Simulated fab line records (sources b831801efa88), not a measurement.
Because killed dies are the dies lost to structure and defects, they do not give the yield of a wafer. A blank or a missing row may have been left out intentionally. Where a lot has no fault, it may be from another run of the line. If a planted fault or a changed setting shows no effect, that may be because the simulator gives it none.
Which tool was responsible? :: flow sky130 :: 12 lots with 36 wafers sampled at 6 steps, on a route of 708 steps

WHAT THE GAUGES READ, wafer by wafer
SKY_SD_N_OVL_MEAS_08. Usual: SD_N_OVL gives 0.1 nm (standard deviation 1.5).
lot: L285
measured: day 27 19:44
on: overlay-01
SD_N_OVL (nm): -1.0 -0.8 -1.5
flag: 

lot: L286
measured: day 28 06:45
on: overlay-01
SD_N_OVL (nm): 1.2 -0.1 1.0
flag: 

lot: L287
measured: day 28 16:50
on: overlay-02
SD_N_OVL (nm): 0.7 1.8 1.8
flag: 

lot: L288
measured: day 29 06:56
on: overlay-01
SD_N_OVL (nm): 0.0 1.1 0.1
flag: 

lot: L289
measured: day 29 07:44
on: overlay-02
SD_N_OVL (nm): -0.1 1.1 0.2
flag: 

lot: L294
measured: day 32 12:41
on: overlay-02
SD_N_OVL (nm): 1.1 -0.7 -0.1
flag: 

lot: L296
measured: day 32 14:02
on: overlay-01
SD_N_OVL (nm): -1.1 -3.0 -1.9
flag: 

lot: L303
measured: day 33 20:13
on: overlay-01
SD_N_OVL (nm): -1.7 -1.7 -1.1
flag: 

lot: L305
measured: day 34 11:55
on: overlay-01
SD_N_OVL (nm): 0.6 1.0 -0.1
flag: 

lot: L306
measured: day 34 21:56
on: overlay-02
SD_N_OVL (nm): -0.6 -0.3 -1.3
flag: 

lot: L307
measured: day 35 04:43
on: overlay-01
SD_N_OVL (nm): 3.1 1.5 1.2
flag: 

lot: L308
measured: day 36 03:05
on: overlay-01
SD_N_OVL (nm): -0.7 -0.9 -0.6
flag: 

SKY_LI_CONTACT_THK_MEAS_23: measures by xrf. Usual: LI_CONTACT_W_THK gives 396 nm (standard deviation 6.5).
lot: L285
measured: day 29 02:55
on: film-metro-04
LI_CONTACT_W_THK (nm): 390 387 384
flag: 

lot: L286
measured: day 29 14:08
on: film-metro-04
LI_CONTACT_W_THK (nm): 391 390 393
flag: 

lot: L287
measured: day 29 23:31
on: film-metro-02
LI_CONTACT_W_THK (nm): 390 390 387
flag: 

lot: L288
measured: day 30 13:34
on: film-metro-02
LI_CONTACT_W_THK (nm): 388 391 394
flag: 

lot: L289
measured: day 30 14:35
on: film-metro-04
LI_CONTACT_W_THK (nm): 390 393 395
flag: 

lot: L294
measured: day 33 18:22
on: film-metro-02
LI_CONTACT_W_THK (nm): 403 394 391
flag: 

lot: L296
measured: day 33 20:21
on: film-metro-04
LI_CONTACT_W_THK (nm): 395 396 397
flag: 

lot: L303
measured: day 35 01:38
on: film-metro-04
LI_CONTACT_W_THK (nm): 389 384 389
flag: 

lot: L305
measured: day 35 16:33
on: film-metro-02
LI_CONTACT_W_THK (nm): 393 390 393
flag: 

lot: L306
measured: day 36 02:57
on: film-metro-04
LI_CONTACT_W_THK (nm): 384 389 387
flag: 

lot: L307
measured: day 36 09:52
on: film-metro-01
LI_CONTACT_W_THK (nm): 398 402 400
flag: 

lot: L308
measured: day 37 07:20
on: film-metro-04
LI_CONTACT_W_THK (nm): 392 394 397
flag: 

SKY_CONTACT_THK_MEAS_03. Usual: CONTACT_HDPCVD_THK gives 561 nm (standard deviation 5.9).
lot: L285
measured: day 30 08:25
on: film-metro-04
CONTACT_HDPCVD_THK (nm): 563 559 563
flag: 

lot: L286
measured: day 30 19:03
on: film-metro-02
CONTACT_HDPCVD_THK (nm): 563 570 560
flag: 

lot: L287
measured: day 31 04:20
on: film-metro-02
CONTACT_HDPCVD_THK (nm): 562 555 565
flag: 

lot: L288
measured: day 31 18:59
on: film-metro-02
CONTACT_HDPCVD_THK (nm): 555 564 564
flag: 

lot: L289
measured: day 31 19:14
on: film-metro-02
CONTACT_HDPCVD_THK (nm): 563 558 561
flag: 

lot: L294
measured: day 34 22:42
on: film-metro-03
CONTACT_HDPCVD_THK (nm): 563 562 622
flag: OFF

lot: L296
measured: day 35 00:47
on: film-metro-03
CONTACT_HDPCVD_THK (nm): 562 614 616
flag: OFF

lot: L303
measured: day 36 05:36
on: film-metro-04
CONTACT_HDPCVD_THK (nm): 566 562 556
flag: 

lot: L305
measured: day 36 19:49
on: film-metro-02
CONTACT_HDPCVD_THK (nm): 561 563 561
flag: 

lot: L306
measured: day 37 06:57
on: film-metro-02
CONTACT_HDPCVD_THK (nm): 561 552 560
flag: 

lot: L307
measured: day 37 13:34
on: film-metro-03
CONTACT_HDPCVD_THK (nm): 560 567 563
flag: 

lot: L308
measured: day 38 10:41
on: film-metro-03
CONTACT_HDPCVD_THK (nm): 576 577 579
flag: 

SKY_CONTACT_OVL_MEAS_15. Usual: CONTACT_OVL gives -2 nm (standard deviation 5.1).
lot: L285
measured: day 31 12:38
on: overlay-02
CONTACT_OVL (nm): 3 1 -2
flag: 

lot: L286
measured: day 31 22:53
on: overlay-01
CONTACT_OVL (nm): 6 0 2
flag: 

lot: L287
measured: day 32 07:59
on: overlay-01
CONTACT_OVL (nm): -1 0 7
flag: 

lot: L288
measured: day 32 22:11
on: overlay-01
CONTACT_OVL (nm): 1 7 -4
flag: 

lot: L289
measured: day 32 22:44
on: overlay-01
CONTACT_OVL (nm): -2 -1 -3
flag: 

lot: L294
measured: day 36 00:50
on: overlay-02
CONTACT_OVL (nm): -4 0 -9
flag: 

lot: L296
measured: day 36 03:44
on: overlay-01
CONTACT_OVL (nm): -1 -8 -5
flag: 

lot: L303
measured: day 37 08:44
on: overlay-02
CONTACT_OVL (nm): -8 -9 -13
flag: 

lot: L305
measured: day 37 21:53
on: overlay-01
CONTACT_OVL (nm): -5 -3 3
flag: 

lot: L306
measured: day 38 08:45
on: overlay-01
CONTACT_OVL (nm): -6 -5 -10
flag: 

lot: L307
measured: day 38 15:05
on: overlay-01
CONTACT_OVL (nm): 2 4 5
flag: 

lot: L308
measured: day 39 12:44
on: overlay-01
CONTACT_OVL (nm): 4 0 1
flag: 

EACH LOT AND THE TOOL THAT RAN IT (in order: tool; ch and the chambers of the sampled wafers; start)
lot: L285
SKY_CONTACT_HDPCVD_02: hdpcvd-02 ch 0,1,2, day 30 08:20
SKY_CONTACT_CMP_04: cmp-02 ch 1,3, day 30 08:28

lot: L286
SKY_CONTACT_HDPCVD_02: hdpcvd-01 ch 0,2, day 30 18:59
SKY_CONTACT_CMP_04: cmp-02 ch 0,3, day 30 19:10

lot: L287
SKY_CONTACT_HDPCVD_02: hdpcvd-01 ch 0,2, day 31 04:16
SKY_CONTACT_CMP_04: cmp-01 ch 0,1, day 31 04:23

lot: L288
SKY_CONTACT_HDPCVD_02: hdpcvd-01 ch 0,1,2, day 31 18:55
SKY_CONTACT_CMP_04: cmp-02 ch 0,1,3, day 31 19:05

lot: L289
SKY_CONTACT_HDPCVD_02: hdpcvd-02 ch 0,2, day 31 19:10
SKY_CONTACT_CMP_04: cmp-02 ch 0,1, day 31 19:23

lot: L294
SKY_CONTACT_HDPCVD_02: hdpcvd-01 ch 0,1, day 34 22:38
SKY_CONTACT_CMP_04: cmp-02 ch 1,2, day 34 22:46

lot: L296
SKY_CONTACT_HDPCVD_02: hdpcvd-01 ch 0,1, day 35 00:40
SKY_CONTACT_CMP_04: cmp-01 ch 1,2,3, day 35 00:56

lot: L303
SKY_CONTACT_HDPCVD_02: hdpcvd-02 ch 0,1,2, day 36 05:31
SKY_CONTACT_CMP_04: cmp-02 ch 0,1, day 36 05:39

lot: L305
SKY_CONTACT_HDPCVD_02: hdpcvd-02 ch 0,2, day 36 19:44
SKY_CONTACT_CMP_04: cmp-02 ch 1,2,3, day 36 19:55

lot: L306
SKY_CONTACT_HDPCVD_02: hdpcvd-02 ch 0,1, day 37 06:52
SKY_CONTACT_CMP_04: cmp-01 ch 0,2,3, day 37 07:05

lot: L307
SKY_CONTACT_HDPCVD_02: hdpcvd-02 ch 0,1, day 37 13:29
SKY_CONTACT_CMP_04: cmp-02 ch 1,2, day 37 13:40

lot: L308
SKY_CONTACT_HDPCVD_02: hdpcvd-01 ch 0,1,2, day 38 10:37
SKY_CONTACT_CMP_04: cmp-01 ch 0,2,3, day 38 10:45
- SKY_CONTACT_HDPCVD_02: deposits SiO2, target thk 565 nm, time 94.2 s.
- SKY_CONTACT_CMP_04: polishes SiO2.

WHAT THE TOOLS THEMSELVES READ (means of the sampled wafers that have a number; where no wafer has one, the mark that the record gives instead)
SKY_CONTACT_HDPCVD_02. Usual: run-length-s 121.5 s, standard deviation 0.58.
lot: L285
tool: hdpcvd-02
run-length-s (s): 121.6
flag: 

lot: L286
tool: hdpcvd-01
run-length-s (s): 121.2
flag: 

lot: L287
tool: hdpcvd-01
run-length-s (s): 121.6
flag: 

lot: L288
tool: hdpcvd-01
run-length-s (s): 121.4
flag: 

lot: L289
tool: hdpcvd-02
run-length-s (s): 122.2
flag: 

lot: L294
tool: hdpcvd-01
run-length-s (s): 124.0
flag: OFF

lot: L296
tool: hdpcvd-01
run-length-s (s): 127.7
flag: OFF

lot: L303
tool: hdpcvd-02
run-length-s (s): 121.9
flag: 

lot: L305
tool: hdpcvd-02
run-length-s (s): 121.8
flag: 

lot: L306
tool: hdpcvd-02
run-length-s (s): 121.9
flag: 

lot: L307
tool: hdpcvd-02
run-length-s (s): 122.2
flag: 

lot: L308
tool: hdpcvd-01
run-length-s (s): 121.2
flag: 

SKY_CONTACT_CMP_04. Usual: motor-current-A 12.0 A, standard deviation 1.2; retaining-ring-pressure-frac 1.000, standard deviation 0.0049; time-to-endpoint-s 83 s, standard deviation 4.5.
lot: L285
tool: cmp-02
motor-current-A (A): 12.3
retaining-ring-pressure-frac: 1.000
time-to-endpoint-s (s): 83
flag: 

lot: L286
tool: cmp-02
motor-current-A (A): 13.1
retaining-ring-pressure-frac: 1.001
time-to-endpoint-s (s): 89
flag: 

lot: L287
tool: cmp-01
motor-current-A (A): 11.7
retaining-ring-pressure-frac: 0.993
time-to-endpoint-s (s): 85
flag: 

lot: L288
tool: cmp-02
motor-current-A (A): 12.3
retaining-ring-pressure-frac: 0.998
time-to-endpoint-s (s): 81
flag: 

lot: L289
tool: cmp-02
motor-current-A (A): 11.2
retaining-ring-pressure-frac: 0.999
time-to-endpoint-s (s): 84
flag: 

lot: L294
tool: cmp-02
motor-current-A (A): 11.1
retaining-ring-pressure-frac: 1.004
time-to-endpoint-s (s): 94
flag: 

lot: L296
tool: cmp-01
motor-current-A (A): 12.1
retaining-ring-pressure-frac: 1.004
time-to-endpoint-s (s): 94
flag: 

lot: L303
tool: cmp-02
motor-current-A (A): 11.2
retaining-ring-pressure-frac: 1.004
time-to-endpoint-s (s): 82
flag: 

lot: L305
tool: cmp-02
motor-current-A (A): 11.4
retaining-ring-pressure-frac: 0.997
time-to-endpoint-s (s): 83
flag: 

lot: L306
tool: cmp-01
motor-current-A (A): 12.1
retaining-ring-pressure-frac: 1.004
time-to-endpoint-s (s): 78
flag: 

lot: L307
tool: cmp-02
motor-current-A (A): 10.5
retaining-ring-pressure-frac: 1.002
time-to-endpoint-s (s): 86
flag: 

lot: L308
tool: cmp-01
motor-current-A (A): 11.6
retaining-ring-pressure-frac: 0.995
time-to-endpoint-s (s): 91
flag: 

THE ANSWER, worked out from the rows above alone
Rule: a lot counts as off when the mean over its wafers that have a number is more than 3 standard deviations away from the usual mean. Also off: a lot with no number at a reading for which 4 or more lots have one. Any other lot the step has rows for is counted as sound. Order of review: gauges by route order, followed by the tools' own readings, for which a lot's mean as printed above is used. The first step at which some lot is off is used, and at that step the reading that is off furthest; a lot without a number counts as furthest.
Off: L294, L296, at SKY_CONTACT_THK_MEAS_03 (CONTACT_HDPCVD_THK).
A tool fits if, at a process step before that reading, it ran every lot that is off, and no sound lot after the first of them. The gauges at SKY_CONTACT_THK_MEAS_03 aren't tried: what is off there is off at SKY_CONTACT_HDPCVD_02 too, on other tools, and a gauge's error can't cause that. Not one of the candidates tried fits.

WHAT WAS PUT IN BY THE SIMULATOR
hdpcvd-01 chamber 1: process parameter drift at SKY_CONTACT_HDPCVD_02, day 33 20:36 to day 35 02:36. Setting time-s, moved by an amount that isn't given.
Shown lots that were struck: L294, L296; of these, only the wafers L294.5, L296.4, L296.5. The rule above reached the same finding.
